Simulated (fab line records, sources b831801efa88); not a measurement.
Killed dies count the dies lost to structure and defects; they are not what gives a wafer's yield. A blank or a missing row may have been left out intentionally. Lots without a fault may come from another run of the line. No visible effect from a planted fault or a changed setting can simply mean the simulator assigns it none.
Which tool is to blame? | flow gf180mcu | 24 lots, 72 wafers sampled, at 6 steps of a route of 602

== WHAT THE GAUGES READ, wafer by wafer ==
GF_HV_LDD_TW_MEAS_50.
lot  | measured     | on            | HV_LDD_4_TW
L074 | day 12 05:25 | film-metro-02 | 562 562 564
L075 | day 12 19:15 | film-metro-03 | 565 563 565
L076 | day 13 00:54 | film-metro-04 | 577 579 578
L077 | day 13 09:13 | film-metro-04 | 581 577 578
L078 | day 13 22:46 | film-metro-03 | 570 568 572
L079 | day 14 08:37 | film-metro-03 | 571 568 569
L080 | day 14 13:37 | film-metro-02 | 559 562 561
L081 | day 14 20:41 | film-metro-04 | 583 580 580
L082 | day 15 03:27 | film-metro-04 | 580 579 579
L083 | day 15 07:10 | film-metro-02 | 565 565 563
L084 | day 15 12:29 | film-metro-03 | 569 571 567
L085 | day 16 00:37 | film-metro-03 | 569 570 570
L086 | day 16 09:01 | film-metro-04 | 577 578 578
L087 | day 16 17:40 | film-metro-02 | 561 562 560
L088 | day 17 00:18 | film-metro-04 | 581 581 582
L089 | day 17 08:16 | film-metro-03 | 569 568 569
L090 | day 17 17:23 | film-metro-04 | 580 582 579
L091 | day 17 23:52 | film-metro-03 | 567 569 568
L092 | day 18 05:20 | film-metro-04 | 579 578 576
L093 | day 18 17:13 | film-metro-04 | 578 578 580
L094 | day 19 02:42 | film-metro-04 | 583 581 578
L095 | day 19 09:33 | film-metro-02 | 563 561 564
L096 | day 19 16:55 | film-metro-04 | 581 585 580
L097 | day 20 03:27 | film-metro-03 | 572 573 570

GF_PSD_TW_MEAS_11.
lot  | measured     | on            | PSD_TW
L074 | day 14 00:41 | film-metro-04 | 3245 3229 3254
L075 | day 14 15:30 | film-metro-04 | 3237 3237 3238
L076 | day 14 21:22 | film-metro-04 | 3233 3259 3243
L077 | day 15 07:46 | film-metro-02 | 3151 3156 3152
L078 | day 15 19:26 | film-metro-01 | 3217 3224 3232
L079 | day 16 10:13 | film-metro-04 | 3235 3220 3233
L080 | day 16 12:31 | film-metro-01 | 3188 3188 3199
L081 | day 16 20:19 | film-metro-04 | 3246 3249 3244
L082 | day 17 04:08 | film-metro-02 | 3160 3153 3176
L083 | day 17 07:59 | film-metro-04 | 3255 3251 3247
L084 | day 17 13:03 | film-metro-01 | 3220 3211 3199
L085 | day 18 00:57 | film-metro-02 | 3147 3121 3135
L086 | day 18 10:08 | film-metro-04 | 3213 3213 3238
L087 | day 18 18:52 | film-metro-02 | 3126 3150 3143
L088 | day 19 01:08 | film-metro-02 | 3130 3129 3130
L089 | day 19 11:49 | film-metro-01 | 3211 3215 3198
L090 | day 19 20:22 | film-metro-01 | 3218 3206 3212
L091 | day 20 02:13 | film-metro-01 | 3241 3219 3225
L092 | day 20 09:12 | film-metro-01 | 3216 3236 3234
L093 | day 20 21:13 | film-metro-04 | 3216 3233 3229
L094 | day 21 06:29 | film-metro-01 | 3213 3207 3204
L095 | day 21 13:05 | film-metro-01 | 3241 3215 3226
L096 | day 21 20:32 | film-metro-01 | 3216 3218 3208
L097 | day 22 07:27 | film-metro-04 | 3252 3250 3260

GF_CONTACT_THK_MEAS_03.
lot  | measured     | on            | CONTACT_CVD_02_THK (nm)
L074 | day 14 22:28 | film-metro-03 | 846 859 868
L075 | day 15 14:21 | film-metro-03 | 856 860 856
L076 | day 15 19:36 | film-metro-02 | 848 857 865
L077 | day 16 07:30 | film-metro-02 | 864 844 856
L078 | day 16 19:08 | film-metro-04 | 851 855 869
L079 | day 17 10:47 | film-metro-04 | 855 861 854
L080 | day 17 13:53 | film-metro-03 | 829 844 871
L081 | day 17 20:42 | film-metro-04 | 854 856 871
L082 | day 18 02:57 | film-metro-03 | 834 842 846
L083 | day 18 08:00 | film-metro-04 | 839 867 865
L084 | day 18 13:15 | film-metro-03 | 872 863 879
L085 | day 19 01:41 | film-metro-03 | 848 856 854
L086 | day 19 12:19 | film-metro-04 | 851 857 851
L087 | day 19 19:34 | film-metro-02 | 853 860 868
L088 | day 20 02:58 | film-metro-03 | 839 849 860
L089 | day 20 13:21 | film-metro-02 | 847 843 863
L090 | day 20 22:11 | film-metro-02 | 849 855 866
L091 | day 21 03:50 | film-metro-03 | 855 863 870
L092 | day 21 10:56 | film-metro-04 | 857 882 861
L093 | day 21 21:55 | film-metro-02 | 851 848 865
L094 | day 22 07:37 | film-metro-02 | 854 856 869
L095 | day 22 14:06 | film-metro-04 | 849 860 867
L096 | day 22 21:21 | film-metro-03 | 849 875 868
L097 | day 23 08:26 | film-metro-03 | 865 861 875

GF_CONTACT_BOW_MEAS_05.
lot  | measured     | on            | CONTACT_BOW (um)
L074 | day 14 22:50 | film-metro-04 | 63 68 53
L075 | day 15 14:43 | film-metro-04 | 66 61 60
L076 | day 15 19:58 | film-metro-04 | 79 63 69
L077 | day 16 07:52 | film-metro-02 | 62 66 63
L078 | day 16 19:40 | film-metro-02 | 75 59 66
L079 | day 17 18:22 | film-metro-02 | 71 60 63
L080 | day 17 18:40 | film-metro-03 | 70 73 57
L081 | day 17 21:17 | film-metro-02 | 58 58 58
L082 | day 18 03:19 | film-metro-02 | 74 80 57
L083 | day 18 08:23 | film-metro-02 | 72 65 64
L084 | day 18 13:37 | film-metro-02 | 66 80 64
L085 | day 19 02:04 | film-metro-02 | 70 71 67
L086 | day 19 12:42 | film-metro-04 | 72 68 63
L087 | day 19 19:55 | film-metro-03 | 62 59 57
L088 | day 20 03:20 | film-metro-03 | 64 70 58
L089 | day 20 13:43 | film-metro-04 | 68 59 72
L090 | day 20 22:33 | film-metro-03 | 63 73 58
L091 | day 21 04:12 | film-metro-03 | 66 68 72
L092 | day 21 11:18 | film-metro-03 | 63 73 68
L093 | day 21 22:17 | film-metro-02 | 73 65 64
L094 | day 22 08:04 | film-metro-03 | 63 49 60
L095 | day 22 14:28 | film-metro-03 | 73 61 61
L096 | day 22 21:44 | film-metro-02 | 62 75 67
L097 | day 23 08:49 | film-metro-02 | 69 65 74

GF_M1_OVL_MEAS_15.
lot  | measured     | on         | M1_OVL (nm)
L074 | day 16 20:23 | overlay-02 | -5 -6 -11
L075 | day 17 14:01 | overlay-01 | 11 7 0
L076 | day 17 18:25 | overlay-02 | 0 6 3
L077 | day 18 14:01 | overlay-02 | 8 4 0
L078 | day 18 19:04 | overlay-01 | 8 4 0
L079 | day 19 18:40 | overlay-01 | 8 2 -1
L080 | day 19 19:31 | overlay-01 | -5 -6 -12
L081 | day 19 23:20 | overlay-02 | 3 -2 2
L082 | day 20 04:13 | overlay-02 | -7 -10 -7
L083 | day 20 10:29 | overlay-01 | 1 -2 -1
L084 | day 20 14:49 | overlay-02 | -8 -8 -4
L085 | day 21 04:25 | overlay-02 | -1 -2 1
L086 | day 21 14:59 | overlay-02 | 8 -5 2
L087 | day 21 21:10 | overlay-02 | 2 -3 -1
L088 | day 22 04:40 | overlay-02 | 10 -1 4
L089 | day 22 14:04 | overlay-01 | 3 3 0
L090 | day 22 23:40 | overlay-01 | 2 0 -3
L091 | day 23 05:10 | overlay-01 | 10 6 -1
L092 | day 23 10:41 | overlay-02 | 5 -3 2
L093 | day 23 21:31 | overlay-01 | -7 -6 0
L094 | day 24 07:47 | overlay-02 | 6 5 2
L095 | day 24 13:49 | overlay-02 | 7 7 8
L096 | day 24 19:11 | overlay-02 | 10 6 7
L097 | day 25 06:41 | overlay-02 | 1 2 5

== TOOL THAT RAN EACH LOT (tool first, then ch and the chambers of the sampled wafers, then the start) ==
lot  | GF_STI_CMP_25
L074 | cmp-01 ch 0,2,3, day 2 03:44
L075 | cmp-02 ch 2,3, day 2 09:45
L076 | cmp-01 ch 0,2,3, day 2 14:11
L077 | cmp-02 ch 0,2,3, day 2 18:29
L078 | cmp-01 ch 0,2,3, day 3 01:19
L079 | cmp-01 ch 0,3, day 3 06:05
L080 | cmp-02 ch 0,2, day 3 09:57
L081 | cmp-01 ch 0,3, day 3 18:32
L082 | cmp-02 ch 0,1,2, day 3 20:47
L083 | cmp-01 ch 0,1,2, day 4 01:11
L084 | cmp-02 ch 1,2, day 4 06:43
L085 | cmp-01 ch 0,1, day 4 13:34
L086 | cmp-01 ch 1,2, day 4 16:59
L087 | cmp-02 ch 1,2,3, day 4 23:32
L088 | cmp-02 ch 1,2, day 5 03:27
L089 | cmp-01 ch 0,2,3, day 5 08:19
L090 | cmp-01 ch 0,1,2, day 5 14:01
L091 | cmp-02 ch 1,2,3, day 5 19:10
L092 | cmp-02 ch 0,1,2, day 6 00:35
L093 | cmp-01 ch 0,1,2, day 6 05:39
L094 | cmp-02 ch 1,3, day 6 10:31
L095 | cmp-01 ch 0,1, day 6 16:10
L096 | cmp-02 ch 1,2,3, day 6 20:51
L097 | cmp-02 ch 0,1,2, day 7 03:50
- GF_STI_CMP_25: polishes, stops on Si3N4, t overpolish 33 s, target thk 524.6 nm.

== AS READ BY THE TOOLS THEMSELVES (means over the sampled wafers that have a number; for cases with no such wafer, the mark the record gives instead) ==
GF_STI_CMP_25.
lot  | tool   | motor-current-A (A) | overpolish-run-s (s) | retaining-ring-pressure-frac | time-to-endpoint-s (s)
L074 | cmp-01 | 11.9                | 33.000               | 0.998                        | 130
L075 | cmp-02 | 11.5                | 33.005               | 1.001                        | 121
L076 | cmp-01 | 11.5                | 32.994               | 1.002                        | 125
L077 | cmp-02 | 12.3                | 33.006               | 0.996                        | 125
L078 | cmp-01 | 11.6                | 33.006               | 1.004                        | 128
L079 | cmp-01 | 11.2                | 33.000               | 1.002                        | 132
L080 | cmp-02 | 12.3                | 33.001               | 1.006                        | 125
L081 | cmp-01 | 11.2                | 32.996               | 0.998                        | 128
L082 | cmp-02 | 12.3                | 33.015               | 0.997                        | 127
L083 | cmp-01 | 11.4                | 32.996               | 0.997                        | 124
L084 | cmp-02 | 11.5                | 32.997               | 1.005                        | 127
L085 | cmp-01 | 10.5                | 33.002               | 1.001                        | 131
L086 | cmp-01 | 12.4                | 32.995               | 0.998                        | 128
L087 | cmp-02 | 11.7                | 33.001               | 1.004                        | 124
L088 | cmp-02 | 11.4                | 32.986               | 1.000                        | 128
L089 | cmp-01 | 11.9                | 32.997               | 0.995                        | 123
L090 | cmp-01 | 11.3                | 33.003               | 1.000                        | 131
L091 | cmp-02 | 11.5                | 33.005               | 0.999                        | 125
L092 | cmp-02 | 12.1                | 32.989               | 1.001                        | 128
L093 | cmp-01 | 11.0                | 33.000               | 0.998                        | 128
L094 | cmp-02 | 12.5                | 33.005               | 1.000                        | 127
L095 | cmp-01 | 10.9                | 32.996               | 0.997                        | 130
L096 | cmp-02 | 11.5                | 33.001               | 1.001                        | 125
L097 | cmp-02 | 11.9                | 32.989               | 0.998                        | 125

== THE ANSWER, worked out from the rows above alone ==
Rule: usual is defined by the lots themselves. The widest of any qualifying gaps counts: lots, ordered by their means at a reading, are off when they make up no more than a third of the lots, leave a main group of 4 or more, and stand apart from it by 3 or more times the standard deviation of that group's means. The tables above print the reading to a certain number of digits; a main group whose means all agree to those digits is not used. A lot without any number at a reading at which 4 lots or more have one is off too. The other lots that the step has rows for count as sound. First the gauges in route order, then the tools' own readings, where a lot's mean is used as printed above. The first step at which some lot is off is used, and at that step the reading that is off furthest; a lot without a number counts as furthest.
None of the lots is off at any reading shown; this tells nothing.

== WHAT THE SIMULATOR HAD PUT IN ==
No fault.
